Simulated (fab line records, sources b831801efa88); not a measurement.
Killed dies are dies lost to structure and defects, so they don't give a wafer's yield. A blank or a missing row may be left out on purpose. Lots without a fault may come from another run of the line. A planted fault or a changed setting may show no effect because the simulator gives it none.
A struck lot beside a sound one | flow gf180mcu | 24 steps out of a route of 602
Sound: wafers L259.2, L259.3, L259.4. Struck: wafers L266.2, L266.3, L266.4. The cause comes at the end.
At each step with rows: each side's tool, then ch and its chambers, then its first start. Under that, the readings that differ: sound wafers | struck wafers | difference of the means | sigmas: that difference in standard deviations of wafers without a fault.
alike: readings whose means differ by less than 2 such deviations, and words and numbers that are the same on both sides. not compared: withheld readings, readings that some wafer has no value for, bounds like >300 that may hide the same value, and numbers for which the record gives no deviation and whose values overlap.
The two part at a step that has a row with sigmas, a row that says differs or no value, or rows on one side only. Numbers that don't overlap but have no deviation are shown without sigmas and don't part them. A reading that every wafer of one side lacks parts them only if that side has two wafers or more.

GF_HV_LDD_STRIP_49: strips in O2/N2.
  sound on plasma_asher-04 ch 0,1, day 14 09:18; struck on plasma_asher-04 ch 0,1, day 17 00:35
  alike: drypump_motor_current_A, heater_power_w, oes_product_au, strip_time_to_endpoint_s
  not compared: rf_hours_counter_h
GF_HV_LDD_TW_MEAS_50:
  sound on film_metro-04, day 14 09:25; struck on film_metro-02, day 17 00:41
  alike: HV_LDD_4_TW
then, 1 step without rows for these wafers: GF_HV_LDD_CLEAN_51 (cleans in SC1/SC2, time 150 s).
GF_HV_LDD_RTA_52: time 10 s.
  sound on rtp_anneal-02 ch 0, day 14 09:31; struck on rtp_anneal-01 ch 0, day 17 00:49
  reading            | sound                | struck               | difference | sigmas
  lamp_power_pct (%) | 32 32 32             | 25 25 25             | -7         | -2
  wafer_temp_C_max   | 1004.3 1008.1 1007.9 | 1004.5 1004.4 1003.9 | -2.5       | -2
GF_HV_LDD_RS_MEAS_53: measures by four-point-probe.
  sound on film_metro-04, day 14 09:36; struck on film_metro-04, day 17 00:53
  alike: HV_LDD_RS
then, 1 step without rows for these wafers: GF_HV_LDD_CVD_54 (deposits SiO2 from TEOS, target thk 10 nm, time 75 s).
GF_HV_LDD_THK_MEAS_55:
  sound on film_metro-04, day 14 10:44; struck on film_metro-04, day 17 02:01
  alike: HV_LDD_CVD_54_THK
then, 1 step without rows for these wafers: GF_HV_LDD_CVD_56 (deposits Si3N4 from DCS/NH3, target thk 90 nm, time 1543 s).
GF_HV_LDD_THK_MEAS_57:
  sound on film_metro-04, day 14 12:13; struck on film_metro-01, day 17 03:31
  alike: HV_LDD_CVD_56_THK
GF_HV_LDD_ETCHBACK_58: etches Si3N4 in CH3F/O2, stops on SiO2, time 100 s, target depth 90 nm.
  sound on rie_diel-02 ch 0,3, day 14 12:16; struck on rie_diel-04 ch 1,2,3, day 17 03:34
  alike: drypump_motor_current_A, oes_product_au, throttle_valve_pct
  not compared: rf_hours_counter_h
then, 2 steps without rows for these wafers: GF_NSD_DEHYDRATE_00 (time 60 s); GF_NSD_HMDS_01 (prime time 60 s).
GF_NSD_COAT_02: resist thk 1000 nm.
  sound on litho_track-03 ch 0, day 14 22:24; struck on litho_track-02 ch 0, day 17 14:12
  reading                                  | sound                | struck               | difference | sigmas
  spin_speed_rpm (rpm)                     | 2998.5 2999.3 3000.2 | 3153.6 3150.8 3148.4 | +151.6     | +66
  model.NOVOLAK_of_NSD_COAT_02.thk_nm (nm) | 1002 1003 1004       | 977.5 979.6 977.3    | -24.9      |
then, 3 steps without rows for these wafers: GF_NSD_SOFTBAKE_03 (time 60 s); GF_NSD_EXPOSE_04 (exposes mask Nplus, target cd 400 nm); GF_NSD_PEB_05.
GF_NSD_DEVELOP_06: develop time 60 s.
  sound on litho_track-03 ch 0, day 15 09:12; struck on litho_track-03 ch 0, day 18 02:15
  reading                                  | sound          | struck            | difference | sigmas
  model.NOVOLAK_of_NSD_COAT_02.thk_nm (nm) | 1002 1003 1004 | 977.1 979.2 976.8 | -25.3      |
GF_NSD_CD_MEAS_07: target cd 400 nm.
  sound on cd_sem-01, day 15 09:20; struck on cd_sem-01, day 18 02:23
  alike: cd_nm
GF_NSD_OVL_MEAS_08:
  sound on overlay-01, day 15 09:27; struck on overlay-01, day 18 02:30
  alike: NSD_OVL
then, 2 steps without rows for these wafers: GF_NSD_IMPLANT_09; GF_NSD_IMPLANT_10.
GF_NSD_STRIP_11: strips in O2/N2.
  sound on plasma_asher-03 ch 0,1, day 15 09:47; struck on plasma_asher-02 ch 0,1, day 18 02:50
  reading                      | sound             | struck            | difference | sigmas
  strip_time_to_endpoint_s (s) | 22.98 22.99 23.00 | 22.71 22.71 22.68 | -0.29      | -7
  alike: drypump_motor_current_A, heater_power_w, oes_product_au
  not compared: rf_hours_counter_h
GF_NSD_TW_MEAS_12:
  sound on film_metro-03, day 15 09:53; struck on film_metro-04, day 18 02:56
  reading | sound          | struck         | difference | sigmas
  NSD_TW  | 4250 4241 4255 | 4322 4339 4342 | +86        | +2
-- the record jumps here: 15 days lie between the struck wafers' starts before and after (it left off in module NSD and takes up again in module PASSIVATION, whose first step shown is number 602 of the route) --
GF_PASSIVATION_PROBE_99:
  the record has rows for the struck wafers here (prober-01, day 33 02:11) and none for the sound ones

WHERE THEY PART
First at GF_HV_LDD_RTA_52; last, within this record, at GF_PASSIVATION_PROBE_99.

WHY: what the simulator had put in
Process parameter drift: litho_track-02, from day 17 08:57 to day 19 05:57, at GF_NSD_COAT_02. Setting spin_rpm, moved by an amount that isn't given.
